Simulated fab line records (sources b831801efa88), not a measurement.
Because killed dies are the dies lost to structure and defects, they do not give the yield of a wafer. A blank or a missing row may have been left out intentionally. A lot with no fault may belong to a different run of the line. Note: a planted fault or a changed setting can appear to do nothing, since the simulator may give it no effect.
Which tool was responsible? ; flow sky130 ; 45 wafers from 15 lots sampled at 6 of the route's 708 steps

== WHAT THE GAUGES READ, wafer by wafer ==
SKY_SONOS_TUNNEL_TW_MEAS_12. Usual: SONOS_TUNNEL_TW typically reads 196.2, with standard deviation 1.5.
lot;measured;on;SONOS_TUNNEL_TW;flag
L771;day 11 15:26;film-metro-04;195.7 195.3 195.3;
L773;day 12 04:55;film-metro-04;195.3 195.3 194.5;
L776;day 13 11:47;film-metro-02;198.6 198.0 197.5;
L775;day 13 13:23;film-metro-01;196.5 196.5 198.9;
L778;day 13 15:20;film-metro-01;197.5 196.7 197.3;
L784;day 15 21:20;film-metro-02;198.6 196.2 198.4;
L785;day 15 22:36;film-metro-04;193.6 194.3 193.6;
L786;day 16 12:01;film-metro-02;196.7 197.1 197.0;
L787;day 16 17:32;film-metro-04;195.1 195.7 195.4;
L788;day 16 21:16;film-metro-04;195.4 195.1 195.6;
L789;day 17 04:37;film-metro-01;196.8 196.5 197.1;
L790;day 17 15:58;film-metro-01;196.3 195.7 195.9;
L791;day 17 22:40;film-metro-01;196.5 195.8 195.8;
L792;day 18 05:17;film-metro-04;194.8 194.2 194.1;
L794;day 19 05:01;film-metro-01;197.5 196.9 197.0;

SKY_GATE_OXIDE_THK_MEAS_02. Usual: GATE_OXIDE_OXIDATION_00_THK typically reads 10.21 nm, with standard deviation 0.24.
lot;measured;on;GATE_OXIDE_OXIDATION_00_THK (nm);flag
L771;day 13 02:38;film-metro-03;10.27 10.38 10.27;
L773;day 13 11:46;film-metro-04;10.04 10.10 9.81;
L776;day 14 21:04;film-metro-04;10.05 9.87 10.09;
L775;day 15 01:29;film-metro-04;9.83 9.98 10.01;
L778;day 15 01:30;film-metro-02;10.02 10.24 10.12;
L784;day 17 09:26;film-metro-04;10.26 10.31 10.30;
L785;day 17 10:29;film-metro-03;10.55 10.66 10.65;
L786;day 17 23:50;film-metro-02;10.13 10.13 10.38;
L787;day 18 06:22;film-metro-02;10.50 10.51 10.49;
L788;day 18 09:22;film-metro-03;9.83 9.96 10.20;
L789;day 18 16:10;film-metro-02;10.29 10.30 10.55;
L790;day 19 05:32;film-metro-04;10.19 10.22 10.21;
L791;day 19 13:56;film-metro-03;10.59 10.65 10.70;
L792;day 19 20:58;film-metro-02;10.32 10.14 10.15;
L794;day 20 17:44;film-metro-04;10.34 10.45 10.46;

SKY_GATE_OXIDE_OVL_MEAS_10. Usual: GATE_OXIDE_OVL typically reads 0.7 nm, with standard deviation 1.5.
lot;measured;on;GATE_OXIDE_OVL (nm);flag
L771;day 14 04:05;overlay-02;2.2 2.1 2.5;
L773;day 14 13:37;overlay-02;1.7 -0.5 2.9;
L776;day 15 23:49;overlay-01;-0.7 -0.8 1.0;
L775;day 16 04:40;overlay-01;-0.7 -2.1 -1.0;
L778;day 16 04:33;overlay-02;2.4 1.6 1.2;
L784;day 18 15:14;overlay-01;0.8 0.0 1.3;
L785;day 18 16:28;overlay-02;1.7 -0.9 0.4;
L786;day 19 07:22;overlay-02;-0.6 -2.0 -0.3;
L787;day 19 13:39;overlay-01;1.1 0.4 1.8;
L788;day 19 16:27;overlay-01;1.2 -0.2 1.7;
L789;day 19 23:25;overlay-02;1.5 0.0 1.6;
L790;day 20 12:40;overlay-01;-1.1 0.7 -0.3;
L791;day 20 20:39;overlay-01;0.8 2.2 1.1;
L792;day 21 03:49;overlay-02;2.6 1.1 3.6;
L794;day 22 00:05;overlay-02;4.1 3.8 4.5;

SKY_LDD_N_TW_MEAS_17. Usual: LDD_N_TW typically reads 2571, with standard deviation 18.
lot;measured;on;LDD_N_TW;flag
L771;day 18 00:17;film-metro-04;2550 2553 2557;
L773;day 18 11:55;film-metro-03;2581 2594 2573;
L776;day 20 09:11;film-metro-04;2416 2416 2418;OFF
L775;day 20 08:41;film-metro-03;2435 2424 2424;OFF
L778;day 20 08:53;film-metro-04;2413 2404 2398;OFF
L784;day 22 20:29;film-metro-01;2608 2599 2596;
L785;day 22 22:32;film-metro-01;2600 2600 2594;
L786;day 23 11:11;film-metro-04;2555 2546 2553;
L787;day 23 17:56;film-metro-04;2551 2561 2565;
L788;day 23 21:58;film-metro-01;2604 2608 2600;
L789;day 24 02:44;film-metro-03;2581 2577 2581;
L790;day 25 06:04;film-metro-04;2552 2549 2562;
L791;day 25 05:46;film-metro-04;2543 2543 2549;
L792;day 25 07:59;film-metro-04;2555 2542 2540;
L794;day 26 00:56;film-metro-03;2574 2579 2577;

== WHAT TOOL EACH LOT RAN ON (gives the tool, then ch and the chambers of the sampled wafers, and finally the start) ==
lot;SKY_LDD_N_IMPLANT_09;SKY_LDD_N_STRIP_16
L771;implanter-03 ch 0, day 17 23:08;plasma-asher-04 ch 0,1, day 18 00:11
L773;implanter-01 ch 0, day 18 10:46;plasma-asher-02 ch 0,1, day 18 11:49
L776;implanter-04, day 20 08:04;plasma-asher-02 ch 0,1, day 20 09:05
L775;implanter-03, day 20 07:33;plasma-asher-02 ch 1, day 20 08:34
L778;implanter-01, day 20 07:46;plasma-asher-03 ch 0,1, day 20 08:47
L784;implanter-03 ch 0, day 22 19:20;plasma-asher-03 ch 0,1, day 22 20:23
L785;implanter-03 ch 0, day 22 21:24;plasma-asher-02 ch 1, day 22 22:25
L786;implanter-01 ch 0, day 23 10:02;plasma-asher-03 ch 0,1, day 23 11:05
L787;implanter-03 ch 0, day 23 16:49;plasma-asher-02 ch 0,1, day 23 17:51
L788;implanter-01 ch 0, day 23 20:49;plasma-asher-03 ch 0,1, day 23 21:52
L789;implanter-04 ch 0, day 24 01:37;plasma-asher-02 ch 0,1, day 24 02:38
L790;implanter-03 ch 0, day 25 04:55;plasma-asher-04 ch 0,1, day 25 05:58
L791;implanter-01 ch 0, day 25 04:37;plasma-asher-04 ch 0,1, day 25 05:40
L792;implanter-04 ch 0, day 25 06:52;plasma-asher-02 ch 0,1, day 25 07:53
L794;implanter-01 ch 0, day 25 23:47;plasma-asher-02 ch 1, day 26 00:50
- SKY_LDD_N_IMPLANT_09
- SKY_LDD_N_STRIP_16: strips in O2/N2.

== WHAT THE TOOLS THEMSELVES READ (means of the sampled wafers that have a number; where no wafer has one, the mark that the record gives instead) ==
SKY_LDD_N_IMPLANT_09. Usual: beam-energy-keV 20.000, standard deviation 0.0067; beam-on-s 9.97 s, standard deviation 0.18; dose-ions-cm2 7.5e+13, standard deviation 7.4e+10; end-station-pressure-torr 5.33e-06 Torr, standard deviation 2.7e-07.
lot;tool;beam-energy-keV;beam-on-s (s);dose-ions-cm2;end-station-pressure-torr (Torr);flag
L771;implanter-03;19.999;10.11;7.5e+13;5.20e-06;
L773;implanter-01;19.998;9.96;7.5e+13;5.26e-06;
L776;implanter-04;-;-;-;-;OFF
L775;implanter-03;-;-;-;-;OFF
L778;implanter-01;-;-;-;-;OFF
L784;implanter-03;20.005;9.91;7.5e+13;5.43e-06;
L785;implanter-03;19.994;9.93;7.5e+13;5.32e-06;
L786;implanter-01;19.996;10.09;7.5e+13;5.36e-06;
L787;implanter-03;20.009;10.11;7.5e+13;5.15e-06;
L788;implanter-01;19.992;9.81;7.5e+13;5.40e-06;
L789;implanter-04;20.001;10.14;7.5e+13;5.16e-06;
L790;implanter-03;19.997;9.96;7.5e+13;5.44e-06;
L791;implanter-01;19.999;10.03;7.5e+13;5.56e-06;
L792;implanter-04;19.994;9.98;7.5e+13;5.03e-06;
L794;implanter-01;20.005;9.81;7.5e+13;5.23e-06;

SKY_LDD_N_STRIP_16. Usual: drypump-motor-current-A 5.4 A, standard deviation 0.4; oes-product-au 0.405 a.u., standard deviation 0.0042; strip-time-to-endpoint-s 4.277 s, standard deviation 0.014.
lot;tool;drypump-motor-current-A (A);oes-product-au (a.u.);strip-time-to-endpoint-s (s);flag
L771;plasma-asher-04;5.3;0.408;4.286;
L773;plasma-asher-02;5.5;0.402;4.289;
L776;plasma-asher-02;5.4;0.402;4.112;OFF
L775;plasma-asher-02;5.3;0.407;4.115;OFF
L778;plasma-asher-03;5.2;0.403;4.076;OFF
L784;plasma-asher-03;5.2;0.408;4.272;
L785;plasma-asher-02;5.3;0.407;4.286;
L786;plasma-asher-03;5.6;0.407;4.281;
L787;plasma-asher-02;5.5;0.406;4.290;
L788;plasma-asher-03;5.6;0.402;4.257;
L789;plasma-asher-02;5.6;0.410;4.271;
L790;plasma-asher-04;5.6;0.405;4.263;
L791;plasma-asher-04;5.6;0.405;4.278;
L792;plasma-asher-02;5.6;0.405;4.271;
L794;plasma-asher-02;5.3;0.408;4.276;

== THE ANSWER, worked out from the rows above alone ==
Rule: a lot counts as off when the mean over its wafers that have a number is more than 3 standard deviations away from the usual mean. Also off: a lot with no number at a reading for which 4 or more lots have one. All remaining lots with rows at the step are treated as sound. After the gauges, taken in route order, come the tools' own readings; for these a lot's mean is taken, as printed above. The first step at which some lot is off is used, and at that step the reading that is off furthest; a lot without a number counts as furthest.
Off: L776, L775, L778, at SKY_LDD_N_TW_MEAS_17 (LDD_N_TW).
If a tool, at a process step before that reading, ran all the lots that are off and no sound lot after the first of them, it fits. The gauges at SKY_LDD_N_TW_MEAS_17 aren't tried: what is off there is off at SKY_LDD_N_IMPLANT_09 too, on other tools, and a gauge's error can't cause that. Not one of the candidates tried fits.

== WHAT WAS PUT IN BY THE SIMULATOR ==
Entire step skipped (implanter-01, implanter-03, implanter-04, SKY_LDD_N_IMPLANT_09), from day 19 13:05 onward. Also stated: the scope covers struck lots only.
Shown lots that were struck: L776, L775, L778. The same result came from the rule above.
